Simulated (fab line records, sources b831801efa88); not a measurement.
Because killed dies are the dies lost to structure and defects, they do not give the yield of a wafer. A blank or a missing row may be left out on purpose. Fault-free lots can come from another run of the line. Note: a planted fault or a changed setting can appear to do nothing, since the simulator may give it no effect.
Matching of chambers -- flow gf180mcu -- GF_V4_CMP_04 on cmp-02: 4 sister chambers
The step polishes SiO2. 4 wafers are shown with their chamber, then 12 later ones without.

## WAFERS, EACH WITH ITS CHAMBER
wafer,chamber,motor-current-A (A)
L088.2,1,12.3
L088.1,0,11.3
L088.4,3,12.7
L088.6,2,9.8

## WAFERS WITH NO CHAMBER GIVEN
wafer,motor-current-A (A)
L090.2,11.7
L090.3,11.6
L090.4,12.1
L091.1,9.9
L091.3,11.2
L091.4,13.1
L093.1,10.7
L093.5,9.2
L093.6,11.3
L096.3,12.2
L096.4,9.7
L096.5,10.0

## THE CHAMBER EACH PASSED THROUGH
wafer,from the rows above,in truth
L090.2,can't be placed: 0 or 1 or 3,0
L090.3,can't be placed: 0 or 1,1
L090.4,can't be placed: 1 or 3 or 0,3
L091.1,2,2
L091.3,0,0
L091.4,can't be placed: 3 or 1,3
L093.1,can't be placed: 0 or 2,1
L093.5,2,2
L093.6,0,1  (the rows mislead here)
L096.3,can't be placed: 1 or 3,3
L096.4,2,2
L096.5,2,2
Correctly placed: 5 of 12. Unplaceable from these rows: 6, with the true chamber sitting among the candidates in 5. Number placed wrongly: 1.
How it was worked out, from the rows above alone: a wafer's distance from a chamber is the root of the sum, over the readings, of the square of ((its reading less the chamber's mean) divided by the reading's scatter). If the next closest chamber is less than 2 further off than the closest, the wafer can't be placed; otherwise it belongs to the closest. The mean given for a chamber averages the wafers shown for that chamber. The scatter: with one shown wafer a chamber, the root of the mean of the squares of how far each hidden wafer lies from its nearest shown one.
